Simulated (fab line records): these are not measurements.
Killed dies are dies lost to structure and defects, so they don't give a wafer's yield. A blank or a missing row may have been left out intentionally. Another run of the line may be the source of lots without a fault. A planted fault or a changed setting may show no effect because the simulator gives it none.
Comparing a struck lot with a sound one -- flow gf180mcu -- 27 steps out of a route of 602
Sound: the wafers L461.1, L461.2, L461.3. Wafers struck: L466.1, L466.3, L466.6. The cause comes at the end.
Order at every step that has rows: each side's tool, ch and its chambers, its first start. Under that, the readings that differ: sound wafers -- struck wafers -- difference of the means -- sigmas: that difference in standard deviations of wafers without a fault.
alike: words and numbers the same on both sides, and readings whose means are apart by under 2 such deviations; not compared: readings that were withheld, readings missing a value for some wafer, numbers with overlapping values and no deviation given by the record, and bounds like >300 which may hide the same value.
A row with sigmas, a row that says differs or no value, or rows on one side alone: a step with any of these is where the two part. Numbers that have no deviation but don't overlap get no sigmas and don't part them. Lack of a reading on every wafer of one side parts them only where that side has two or more wafers.

GF_V5_ETCH_16: etches BARC in N2/H2.
  sound on rie_diel-02 ch 0,1,3, day 29 01:33; struck on rie_diel-01 ch 1,2, day 30 11:03
  alike: drypump_motor_current_A, oes_product_au, throttle_valve_pct
then, 4 steps without rows for these wafers: GF_V5_ETCH_17 (etches SiO2 in C4F8/O2/Ar, stops on TiN, target depth 855 nm); GF_V5_STRIP_18 (strips in O2/N2); GF_V5_STRIP_19 (strips in post etch residue remover, time 1200 s); GF_V5_CLEAN_20 (cleans in DIW).
GF_V5_SPUTTER_21: material Ti, target thk 15 nm, time 80.02 s.
  sound on pvd_sputter-02, day 29 02:14; struck on pvd_sputter-01, day 30 11:44
  alike: cathode_dc_power_W, chamber_pressure_pa, throttle_valve_pct
then, 2 steps without rows for these wafers: GF_V5_SPUTTER_22 (material TiN, target thk 10 nm, time 40 s); GF_V5_CVD_23 (deposits W, target thk 350 nm, time 104.9 s).
GF_V5_RS_MEAS_24: measures by four-point-probe.
  sound on film_metro-02, day 29 02:27; struck on film_metro-04, day 30 11:57
  alike: V5_W_RS
GF_V5_THK_MEAS_25: measures by xrf.
  sound on film_metro-02, day 29 02:34; struck on film_metro-04, day 30 12:04
  alike: V5_W_THK
then, 2 steps without rows for these wafers: GF_V5_CMP_26 (polishes, stops on SiO2, t overpolish 15 s, target thk 0 nm); GF_TOP_METAL_SPUTTER_00 (material Ti, target thk 37.5 nm, time 150 s).
GF_TOP_METAL_SPUTTER_01: material TiN, target thk 30 nm, time 25 s.
  sound on pvd_sputter-03, day 29 03:02; struck on pvd_sputter-01, day 30 12:40
  no value came back on the struck wafers for cathode_dc_power_W (W), chamber_pressure_pa (Pa), throttle_valve_pct (%); on the sound wafers cathode_dc_power_W (W) reads 6498.4 6500.0 6501.7
then, 1 step without rows for these wafers: GF_TOP_METAL_SPUTTER_02 (material AlCu, target thk 900 nm, time 47.82 s).
GF_TOP_METAL_SPUTTER_03: material Ti, target thk 5 nm, time 3.3 s.
  sound on pvd_sputter-03, day 29 03:07; struck on pvd_sputter-01, day 30 12:44
  alike: cathode_dc_power_W, chamber_pressure_pa, throttle_valve_pct
GF_TOP_METAL_SPUTTER_04: material TiN, target thk 25 nm, time 20.8 s.
  sound on pvd_sputter-03, day 29 03:08; struck on pvd_sputter-01, day 30 12:46
  alike: cathode_dc_power_W, chamber_pressure_pa, throttle_valve_pct
then, 7 steps without rows for these wafers: GF_TOP_METAL_DEHYDRATE_07 (time 60 s); GF_TOP_METAL_HMDS_08 (prime time 60 s); GF_TOP_METAL_COAT_09 (resist thk 1500 nm); GF_TOP_METAL_SOFTBAKE_10 (time 60 s); GF_TOP_METAL_EXPOSE_11 (exposes mask MetalTop, target cd 440 nm); GF_TOP_METAL_PEB_12; GF_TOP_METAL_DEVELOP_13 (develop time 60 s).
GF_TOP_METAL_CD_MEAS_14: the cd target is 440 nm.
  sound on cd_sem-02, day 29 21:24; struck on cd_sem-02, day 31 06:27
reading,sound,struck,difference,sigmas
cd_nm (nm),443.5 443.3 444.9,440.1 441.1 440.1,-3.5,-2
GF_TOP_METAL_OVL_MEAS_15:
  sound on overlay-02, day 29 21:31; struck on overlay-01, day 31 06:34
  alike: TOP_METAL_OVL
GF_TOP_METAL_METAL_ETCH_16: etches the open film in Cl2/BCl3, stops on SiO2, target depth 1077.5 nm, time 179.6 s.
  sound on rie_metal-02 ch 0,1, day 29 21:34; struck on rie_metal-03 ch 1, day 31 06:37
  alike: drypump_motor_current_A, mfc_cl2_sccm, oes_product_au, throttle_valve_pct
  not compared: rf_hours_counter_h
GF_TOP_METAL_STRIP_17: strips in O2/N2.
  sound on plasma_asher-01 ch 0,1, day 29 21:44; struck on plasma_asher-01 ch 1, day 31 06:47
  alike: drypump_motor_current_A, heater_power_w, oes_product_au, strip_time_to_endpoint_s
  not compared: rf_hours_counter_h

## WHERE THEY PART
Last at GF_TOP_METAL_CD_MEAS_14 as far as this record goes, first at GF_TOP_METAL_SPUTTER_01. Later steps at which nothing parts them and some readings are alike: GF_TOP_METAL_OVL_MEAS_15, GF_TOP_METAL_METAL_ETCH_16, GF_TOP_METAL_STRIP_17.

WHY: the cause the simulator had injected
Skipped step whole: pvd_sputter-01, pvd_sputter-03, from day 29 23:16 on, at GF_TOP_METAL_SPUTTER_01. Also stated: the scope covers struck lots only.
